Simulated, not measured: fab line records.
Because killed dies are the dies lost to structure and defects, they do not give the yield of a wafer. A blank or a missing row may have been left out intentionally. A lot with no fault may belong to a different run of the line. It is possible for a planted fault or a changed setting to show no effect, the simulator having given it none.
Which tool was responsible? + flow gf180mcu + Sampling: 14 lots, 42 wafers, 5 of 602 route steps

== WHAT THE GAUGES READ, wafer by wafer ==
GF_HV_LDD_CD_MEAS_31: target cd 400 nm. Usual: cdNm reads 400.1 nm (standard deviation 2.5).
| lot  | measured     | on       | cdNm (nm)         | flag |
|------|--------------|----------|-------------------|------|
| L567 | day 11 14:08 | cdSem-02 | 398.9 398.1 400.0 |      |
| L568 | day 12 05:52 | cdSem-01 | 399.0 400.6 398.3 |      |
| L569 | day 12 06:08 | cdSem-02 | 398.7 401.2 400.7 |      |
| L571 | day 12 21:29 | cdSem-02 | 398.6 398.5 399.5 |      |
| L570 | day 12 21:46 | cdSem-02 | 398.6 400.9 401.6 |      |
| L572 | day 13 06:38 | cdSem-02 | 398.3 398.2 398.1 |      |
| L573 | day 13 17:50 | cdSem-01 | 403.8 405.5 404.6 |      |
| L574 | day 14 02:13 | cdSem-01 | 404.2 402.2 401.8 |      |
| L575 | day 14 14:11 | cdSem-01 | 399.9 398.9 398.8 |      |
| L578 | day 15 07:37 | cdSem-02 | 402.4 401.9 403.9 |      |
| L584 | day 16 18:17 | cdSem-02 | 405.2 405.8 402.6 |      |
| L585 | day 17 07:09 | cdSem-02 | 395.9 396.6 396.8 |      |
| L589 | day 18 13:55 | cdSem-02 | 398.1 398.5 399.6 |      |
| L590 | day 19 01:49 | cdSem-02 | 399.3 402.4 401.7 |      |

GF_NSD_OVL_MEAS_08. Usual: NSD_OVL gives -0.6 nm (standard deviation 1.5).
| lot  | measured     | on         | NSD_OVL (nm)   | flag |
|------|--------------|------------|----------------|------|
| L567 | day 13 09:57 | overlay-02 | 2.4 0.9 2.5    |      |
| L568 | day 14 02:27 | overlay-01 | -1.8 -1.4 0.7  |      |
| L569 | day 14 02:48 | overlay-01 | -2.2 -3.8 -0.5 |      |
| L571 | day 14 18:32 | overlay-02 | -3.1 -0.9 -3.6 |      |
| L570 | day 14 19:56 | overlay-01 | -1.0 0.3 -1.0  |      |
| L572 | day 15 03:48 | overlay-02 | -0.4 -1.3 -2.1 |      |
| L573 | day 15 15:48 | overlay-01 | 0.2 0.4 0.0    |      |
| L574 | day 16 01:56 | overlay-01 | -1.1 0.4 -1.8  |      |
| L575 | day 16 13:24 | overlay-02 | 1.0 -2.1 0.1   |      |
| L578 | day 17 06:59 | overlay-02 | -0.3 -0.1 0.7  |      |
| L584 | day 18 21:26 | overlay-02 | -0.3 -1.2 -0.7 |      |
| L585 | day 19 10:33 | overlay-01 | 2.4 -0.7 0.5   |      |
| L589 | day 20 18:23 | overlay-01 | -2.0 0.3 -0.8  |      |
| L590 | day 21 05:53 | overlay-02 | -0.8 -2.8 -3.3 |      |

GF_PSD_CD_MEAS_07: target cd 400 nm. Usual: cdNm reads 399.8 nm (standard deviation 1.8).
| lot  | measured     | on       | cdNm (nm)         | flag |
|------|--------------|----------|-------------------|------|
| L567 | day 14 06:53 | cdSem-02 | 398.0 398.8 398.0 |      |
| L568 | day 14 23:40 | cdSem-01 | 401.5 400.8 400.8 |      |
| L569 | day 14 23:56 | cdSem-01 | 402.8 403.9 400.6 |      |
| L571 | day 15 16:31 | cdSem-01 | 398.6 397.8 398.5 |      |
| L570 | day 15 17:52 | cdSem-01 | 399.2 400.2 400.4 |      |
| L572 | day 16 01:44 | cdSem-02 | 398.4 401.4 399.9 |      |
| L573 | day 16 14:53 | cdSem-01 | 399.1 395.1 399.0 |      |
| L574 | day 17 00:43 | cdSem-02 | 399.9 399.5 399.1 |      |
| L575 | day 17 12:05 | cdSem-02 | 399.9 400.0 399.5 |      |
| L578 | day 18 06:07 | cdSem-02 | 400.8 400.8 399.2 |      |
| L584 | day 19 21:53 | cdSem-01 | 395.4 398.1 397.3 |      |
| L585 | day 20 11:28 | cdSem-01 | 400.1 400.6 400.6 |      |
| L589 | day 21 17:43 | cdSem-01 | 402.8 405.4 405.4 |      |
| L590 | day 22 05:34 | cdSem-02 | 402.9 400.9 400.8 |      |

GF_PSD_RS_MEAS_14: measurement is done with a four-point probe. Usual: NSD_RS gives 46.13 ohm/sq (standard deviation 0.086).
| lot  | measured     | on           | NSD_RS (ohm/sq)   | flag |
|------|--------------|--------------|-------------------|------|
| L567 | day 14 07:32 | filmMetro-02 | 46.22 46.18 46.17 |      |
| L568 | day 15 00:16 | filmMetro-01 | 46.14 46.21 46.09 |      |
| L569 | day 15 00:32 | filmMetro-03 | 46.16 46.21 46.19 |      |
| L571 | day 15 17:07 | filmMetro-01 | 46.14 46.15 46.16 |      |
| L570 | day 15 18:28 | filmMetro-03 | 46.19 46.14 46.06 |      |
| L572 | day 16 02:25 | filmMetro-01 | 46.10 46.24 46.19 |      |
| L573 | day 16 15:29 | filmMetro-02 | 46.10 46.13 46.13 |      |
| L574 | day 17 01:20 | filmMetro-02 | 46.03 46.02 46.02 |      |
| L575 | day 17 12:41 | filmMetro-02 | 46.62 46.45 46.40 | OFF  |
| L578 | day 18 06:46 | filmMetro-01 | 46.58 46.70 46.56 | OFF  |
| L584 | day 19 22:29 | filmMetro-01 | 46.08 46.07 46.05 |      |
| L585 | day 20 12:04 | filmMetro-01 | 46.14 46.32 46.22 |      |
| L589 | day 21 18:19 | filmMetro-03 | 46.11 46.09 45.99 |      |
| L590 | day 22 06:10 | filmMetro-01 | 46.05 46.21 46.05 |      |

== EACH LOT AND THE TOOL THAT RAN IT (in order: tool; ch and the chambers of the sampled wafers; start) ==
| lot  | GF_NSD_IMPLANT_10               |
|------|---------------------------------|
| L567 | implanter-04 ch 0, day 13 10:09 |
| L568 | implanter-01 ch 0, day 14 02:40 |
| L569 | implanter-04 ch 0, day 14 03:00 |
| L571 | implanter-01 ch 0, day 14 18:43 |
| L570 | implanter-03 ch 0, day 14 20:08 |
| L572 | implanter-03 ch 0, day 15 04:00 |
| L573 | implanter-01 ch 0, day 15 16:00 |
| L574 | implanter-04 ch 0, day 16 02:08 |
| L575 | implanter-04 ch 0, day 16 13:36 |
| L578 | implanter-04 ch 0, day 17 07:11 |
| L584 | implanter-03 ch 0, day 18 21:38 |
| L585 | implanter-03 ch 0, day 19 10:47 |
| L589 | implanter-04 ch 0, day 20 18:34 |
| L590 | implanter-04 ch 0, day 21 06:04 |
- GF_NSD_IMPLANT_10

== AS READ BY THE TOOLS THEMSELVES (means over the sampled wafers that have a number; for cases with no such wafer, the mark the record gives instead) ==
GF_NSD_IMPLANT_10. Usual: doseIonsCm2 5e+14, standard deviation 6.1e+11; faradayCurrentUA 2795, standard deviation 55.
| lot  | tool         | doseIonsCm2 | faradayCurrentUA | flag |
|------|--------------|-------------|------------------|------|
| L567 | implanter-04 | 5e+14       | 2818             |      |
| L568 | implanter-01 | 5e+14       | 2807             |      |
| L569 | implanter-04 | 5e+14       | 2797             |      |
| L571 | implanter-01 | 5e+14       | 2716             |      |
| L570 | implanter-03 | 5e+14       | 2763             |      |
| L572 | implanter-03 | 5e+14       | 2777             |      |
| L573 | implanter-01 | 5e+14       | 2854             |      |
| L574 | implanter-04 | 5e+14       | 2808             |      |
| L575 | implanter-04 | 5e+14       | 2640             |      |
| L578 | implanter-04 | 5e+14       | 2611             | OFF  |
| L584 | implanter-03 | 5e+14       | 2751             |      |
| L585 | implanter-03 | 5e+14       | 2807             |      |
| L589 | implanter-04 | 5e+14       | 2719             |      |
| L590 | implanter-04 | 5e+14       | 2789             |      |

== THE ANSWER, worked out from the rows above alone ==
Rule: take the mean of a lot's wafers that have a number; if it is more than 3 standard deviations from the usual mean, the lot is off. Also off: a lot with no number at a reading for which 4 or more lots have one. The other lots that the step has rows for count as sound. First the gauges in route order, then the tools' own readings, where a lot's mean is used as printed above. At the first step where some lot is off, the reading lying furthest off is the one used; lots without a number count as furthest.
Off: at GF_PSD_RS_MEAS_14 (NSD_RS), L575, L578.
A tool fits if, at a process step before that reading, it ran every lot that is off, and no sound lot after the first of them. The gauges at GF_PSD_RS_MEAS_14 are tried like those tools. No candidate that was tried fits.

== WHAT THE SIMULATOR PUT IN ==
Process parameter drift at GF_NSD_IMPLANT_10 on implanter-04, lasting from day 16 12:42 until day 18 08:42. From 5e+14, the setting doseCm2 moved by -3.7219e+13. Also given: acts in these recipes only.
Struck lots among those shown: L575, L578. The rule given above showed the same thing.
